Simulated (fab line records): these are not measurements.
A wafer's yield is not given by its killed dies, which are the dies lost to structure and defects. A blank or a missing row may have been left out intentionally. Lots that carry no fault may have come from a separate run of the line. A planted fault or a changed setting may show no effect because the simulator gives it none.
Which of the tools did it? || flow sky130 || 13 lots with 39 wafers sampled at 4 steps, on a route of 708 steps

WHAT EACH GAUGE READ, for each wafer
SKY_GATE_OXIDE_THK_MEAS_02. Usual: GATE_OXIDE_OXIDATION_00_THK gives 10.38 nm (standard deviation 0.22).
{"lot": "L279", "measured": "day 13 17:40", "on": "film metro-03", "GATE_OXIDE_OXIDATION_00_THK (nm)": "10.08 10.10 10.07", "flag": ""}
{"lot": "L280", "measured": "day 13 21:19", "on": "film metro-03", "GATE_OXIDE_OXIDATION_00_THK (nm)": "10.43 10.40 10.37", "flag": ""}
{"lot": "L281", "measured": "day 13 21:19", "on": "film metro-02", "GATE_OXIDE_OXIDATION_00_THK (nm)": "10.30 10.34 10.20", "flag": ""}
{"lot": "L284", "measured": "day 15 08:09", "on": "film metro-04", "GATE_OXIDE_OXIDATION_00_THK (nm)": "10.41 10.22 10.27", "flag": ""}
{"lot": "L286", "measured": "day 15 12:48", "on": "film metro-04", "GATE_OXIDE_OXIDATION_00_THK (nm)": "10.29 10.46 10.25", "flag": ""}
{"lot": "L287", "measured": "day 15 19:29", "on": "film metro-03", "GATE_OXIDE_OXIDATION_00_THK (nm)": "10.54 10.38 10.45", "flag": ""}
{"lot": "L288", "measured": "day 17 02:28", "on": "film metro-03", "GATE_OXIDE_OXIDATION_00_THK (nm)": "10.48 10.35 10.50", "flag": ""}
{"lot": "L289", "measured": "day 17 03:52", "on": "film metro-04", "GATE_OXIDE_OXIDATION_00_THK (nm)": "10.02 10.25 10.15", "flag": ""}
{"lot": "L290", "measured": "day 17 05:18", "on": "film metro-03", "GATE_OXIDE_OXIDATION_00_THK (nm)": "10.43 10.41 10.34", "flag": ""}
{"lot": "L295", "measured": "day 18 11:51", "on": "film metro-02", "GATE_OXIDE_OXIDATION_00_THK (nm)": "10.69 10.64 10.64", "flag": ""}
{"lot": "L296", "measured": "day 18 17:30", "on": "film metro-03", "GATE_OXIDE_OXIDATION_00_THK (nm)": "10.44 10.61 10.64", "flag": ""}
{"lot": "L297", "measured": "day 19 09:05", "on": "film metro-02", "GATE_OXIDE_OXIDATION_00_THK (nm)": "10.67 10.71 10.74", "flag": ""}
{"lot": "L300", "measured": "day 20 00:29", "on": "film metro-02", "GATE_OXIDE_OXIDATION_00_THK (nm)": "10.23 10.59 10.46", "flag": ""}

SKY_LDD_P_OVL_MEAS_08. Usual: LDD_P_OVL gives 0.7 nm (standard deviation 1.4).
{"lot": "L279", "measured": "day 20 01:46", "on": "overlay-02", "LDD_P_OVL (nm)": "0.6 0.3 -0.2", "flag": ""}
{"lot": "L280", "measured": "day 20 11:46", "on": "overlay-01", "LDD_P_OVL (nm)": "1.7 2.4 0.7", "flag": ""}
{"lot": "L281", "measured": "day 20 12:10", "on": "overlay-01", "LDD_P_OVL (nm)": "3.0 1.5 2.3", "flag": ""}
{"lot": "L284", "measured": "day 21 19:52", "on": "overlay-01", "LDD_P_OVL (nm)": "1.0 1.3 2.0", "flag": ""}
{"lot": "L286", "measured": "day 22 02:46", "on": "overlay-02", "LDD_P_OVL (nm)": "2.9 2.9 1.0", "flag": ""}
{"lot": "L287", "measured": "day 22 09:13", "on": "overlay-02", "LDD_P_OVL (nm)": "2.3 2.3 3.0", "flag": ""}
{"lot": "L288", "measured": "day 23 20:15", "on": "overlay-01", "LDD_P_OVL (nm)": "3.2 1.4 -0.8", "flag": ""}
{"lot": "L289", "measured": "day 23 23:15", "on": "overlay-02", "LDD_P_OVL (nm)": "1.7 0.3 -1.4", "flag": ""}
{"lot": "L290", "measured": "day 23 22:40", "on": "overlay-02", "LDD_P_OVL (nm)": "1.9 -0.1 1.7", "flag": ""}
{"lot": "L295", "measured": "day 25 08:42", "on": "overlay-02", "LDD_P_OVL (nm)": "0.0 2.9 -0.4", "flag": ""}
{"lot": "L296", "measured": "day 25 11:05", "on": "overlay-02", "LDD_P_OVL (nm)": "-1.4 -0.2 -2.2", "flag": ""}
{"lot": "L297", "measured": "day 26 02:01", "on": "overlay-01", "LDD_P_OVL (nm)": "-1.7 0.5 0.4", "flag": ""}
{"lot": "L300", "measured": "day 26 16:49", "on": "overlay-02", "LDD_P_OVL (nm)": "0.6 -0.3 0.4", "flag": ""}

EACH LOT AND THE TOOL THAT RAN IT (in order: tool; ch and the chambers of the sampled wafers; start)
{"lot": "L279", "SKY_GATE_OXIDE_STRIP_13": "plasma asher-03 ch 0,1, day 14 19:12", "SKY_LDD_N_IMPLANT_11": "implanter-03 ch 0, day 18 18:04"}
{"lot": "L280", "SKY_GATE_OXIDE_STRIP_13": "plasma asher-04 ch 0,1, day 14 23:19", "SKY_LDD_N_IMPLANT_11": "implanter-03 ch 0, day 19 03:40"}
{"lot": "L281", "SKY_GATE_OXIDE_STRIP_13": "plasma asher-03 ch 0,1, day 14 23:16", "SKY_LDD_N_IMPLANT_11": "implanter-02 ch 0, day 19 04:05"}
{"lot": "L284", "SKY_GATE_OXIDE_STRIP_13": "plasma asher-02 ch 0,1, day 16 09:53", "SKY_LDD_N_IMPLANT_11": "implanter-01 ch 0, day 20 11:53"}
{"lot": "L286", "SKY_GATE_OXIDE_STRIP_13": "plasma asher-04 ch 1, day 16 16:13", "SKY_LDD_N_IMPLANT_11": "implanter-01 ch 0, day 20 19:06"}
{"lot": "L287", "SKY_GATE_OXIDE_STRIP_13": "plasma asher-02 ch 0,1, day 16 22:42", "SKY_LDD_N_IMPLANT_11": "implanter-02 ch 0, day 21 01:16"}
{"lot": "L288", "SKY_GATE_OXIDE_STRIP_13": "plasma asher-02 ch 0,1, day 18 08:20", "SKY_LDD_N_IMPLANT_11": "implanter-01 ch 0, day 22 12:50"}
{"lot": "L289", "SKY_GATE_OXIDE_STRIP_13": "plasma asher-03 ch 0,1, day 18 09:38", "SKY_LDD_N_IMPLANT_11": "implanter-01 ch 0, day 22 16:22"}
{"lot": "L290", "SKY_GATE_OXIDE_STRIP_13": "plasma asher-04 ch 0,1, day 18 10:41", "SKY_LDD_N_IMPLANT_11": "implanter-03 ch 0, day 22 15:13"}
{"lot": "L295", "SKY_GATE_OXIDE_STRIP_13": "plasma asher-02 ch 0,1, day 19 19:04", "SKY_LDD_N_IMPLANT_11": "implanter-01 ch 0, day 24 01:45"}
{"lot": "L296", "SKY_GATE_OXIDE_STRIP_13": "plasma asher-02 ch 0,1, day 20 00:31", "SKY_LDD_N_IMPLANT_11": "implanter-01 ch 0, day 24 04:37"}
{"lot": "L297", "SKY_GATE_OXIDE_STRIP_13": "plasma asher-04 ch 0,1, day 20 15:48", "SKY_LDD_N_IMPLANT_11": "implanter-02 ch 0, day 24 19:38"}
{"lot": "L300", "SKY_GATE_OXIDE_STRIP_13": "plasma asher-04 ch 0,1, day 21 07:19", "SKY_LDD_N_IMPLANT_11": "implanter-03 ch 0, day 25 09:54"}
- SKY_GATE_OXIDE_STRIP_13: strips in O2/N2.
- SKY_LDD_N_IMPLANT_11

WHAT THE TOOLS THEMSELVES READ (means of the sampled wafers that have a number; where no wafer has one, the mark that the record gives instead)
SKY_GATE_OXIDE_STRIP_13. Usual: drypump motor current A 5.92 A, standard deviation 0.23; oes product au 0.715 a.u., standard deviation 0.0044; strip time to endpoint s 14.17 s, standard deviation 0.041.
{"lot": "L279", "tool": "plasma asher-03", "drypump motor current A (A)": 5.76, "oes product au (a.u.)": 0.715, "strip time to endpoint s (s)": 14.14, "flag": ""}
{"lot": "L280", "tool": "plasma asher-04", "drypump motor current A (A)": 6.16, "oes product au (a.u.)": 0.714, "strip time to endpoint s (s)": 14.13, "flag": ""}
{"lot": "L281", "tool": "plasma asher-03", "drypump motor current A (A)": 5.81, "oes product au (a.u.)": 0.712, "strip time to endpoint s (s)": 14.16, "flag": ""}
{"lot": "L284", "tool": "plasma asher-02", "drypump motor current A (A)": 5.85, "oes product au (a.u.)": 0.714, "strip time to endpoint s (s)": 14.22, "flag": ""}
{"lot": "L286", "tool": "plasma asher-04", "drypump motor current A (A)": 6.35, "oes product au (a.u.)": 0.717, "strip time to endpoint s (s)": 14.15, "flag": ""}
{"lot": "L287", "tool": "plasma asher-02", "drypump motor current A (A)": 5.84, "oes product au (a.u.)": 0.714, "strip time to endpoint s (s)": 14.17, "flag": ""}
{"lot": "L288", "tool": "plasma asher-02", "drypump motor current A (A)": 5.82, "oes product au (a.u.)": 0.719, "strip time to endpoint s (s)": 14.18, "flag": ""}
{"lot": "L289", "tool": "plasma asher-03", "drypump motor current A (A)": 5.81, "oes product au (a.u.)": 0.716, "strip time to endpoint s (s)": 14.23, "flag": ""}
{"lot": "L290", "tool": "plasma asher-04", "drypump motor current A (A)": 6.16, "oes product au (a.u.)": 0.714, "strip time to endpoint s (s)": 14.24, "flag": ""}
{"lot": "L295", "tool": "plasma asher-02", "drypump motor current A (A)": 5.85, "oes product au (a.u.)": 0.712, "strip time to endpoint s (s)": 14.17, "flag": ""}
{"lot": "L296", "tool": "plasma asher-02", "drypump motor current A (A)": 5.83, "oes product au (a.u.)": 0.717, "strip time to endpoint s (s)": 14.17, "flag": ""}
{"lot": "L297", "tool": "plasma asher-04", "drypump motor current A (A)": 5.98, "oes product au (a.u.)": 0.717, "strip time to endpoint s (s)": 14.18, "flag": ""}
{"lot": "L300", "tool": "plasma asher-04", "drypump motor current A (A)": 5.96, "oes product au (a.u.)": 0.718, "strip time to endpoint s (s)": 14.17, "flag": ""}

SKY_LDD_N_IMPLANT_11. Usual: dose ions cm2 7.501e+13, standard deviation 8.5e+10; rotation deg 293.00 degrees, standard deviation 0.053.
{"lot": "L279", "tool": "implanter-03", "dose ions cm2": 7.500e+13, "rotation deg (degrees)": 292.95, "flag": ""}
{"lot": "L280", "tool": "implanter-03", "dose ions cm2": 7.500e+13, "rotation deg (degrees)": 293.04, "flag": ""}
{"lot": "L281", "tool": "implanter-02", "dose ions cm2": 7.497e+13, "rotation deg (degrees)": 293.01, "flag": ""}
{"lot": "L284", "tool": "implanter-01", "dose ions cm2": 7.491e+13, "rotation deg (degrees)": 293.03, "flag": ""}
{"lot": "L286", "tool": "implanter-01", "dose ions cm2": 7.498e+13, "rotation deg (degrees)": 293.08, "flag": ""}
{"lot": "L287", "tool": "implanter-02", "dose ions cm2": 7.506e+13, "rotation deg (degrees)": 293.01, "flag": ""}
{"lot": "L288", "tool": "implanter-01", "dose ions cm2": 7.499e+13, "rotation deg (degrees)": 293.02, "flag": ""}
{"lot": "L289", "tool": "implanter-01", "dose ions cm2": 7.503e+13, "rotation deg (degrees)": 292.97, "flag": ""}
{"lot": "L290", "tool": "implanter-03", "dose ions cm2": 7.507e+13, "rotation deg (degrees)": 293.01, "flag": ""}
{"lot": "L295", "tool": "implanter-01", "dose ions cm2": 7.508e+13, "rotation deg (degrees)": 353.76, "flag": "OFF"}
{"lot": "L296", "tool": "implanter-01", "dose ions cm2": 7.511e+13, "rotation deg (degrees)": 353.67, "flag": "OFF"}
{"lot": "L297", "tool": "implanter-02", "dose ions cm2": 7.510e+13, "rotation deg (degrees)": 293.04, "flag": ""}
{"lot": "L300", "tool": "implanter-03", "dose ions cm2": 7.497e+13, "rotation deg (degrees)": 293.01, "flag": ""}

THE ANSWER, worked out from the rows above alone
Rule: a lot is off if the mean of its wafers that have a number lies more than 3 standard deviations from the usual mean. A lot without any number at a reading at which 4 lots or more have one is off too. Any other lot the step has rows for is counted as sound. After the gauges, taken in route order, come the tools' own readings; for these a lot's mean is taken, as printed above. The first step at which some lot is off is used, and at that step the reading that is off furthest; a lot without a number counts as furthest.
Off: L295, L296 (SKY_LDD_N_IMPLANT_11, rotation deg).
If a tool, at that step or one of the process steps before it, ran each lot that is off and ran no sound lot following the first of them, it fits. 2 tools fit, plasma asher-02 at SKY_GATE_OXIDE_STRIP_13 and implanter-01 at SKY_LDD_N_IMPLANT_11, so this cannot tell which one it is.

WHAT WAS PUT IN BY THE SIMULATOR
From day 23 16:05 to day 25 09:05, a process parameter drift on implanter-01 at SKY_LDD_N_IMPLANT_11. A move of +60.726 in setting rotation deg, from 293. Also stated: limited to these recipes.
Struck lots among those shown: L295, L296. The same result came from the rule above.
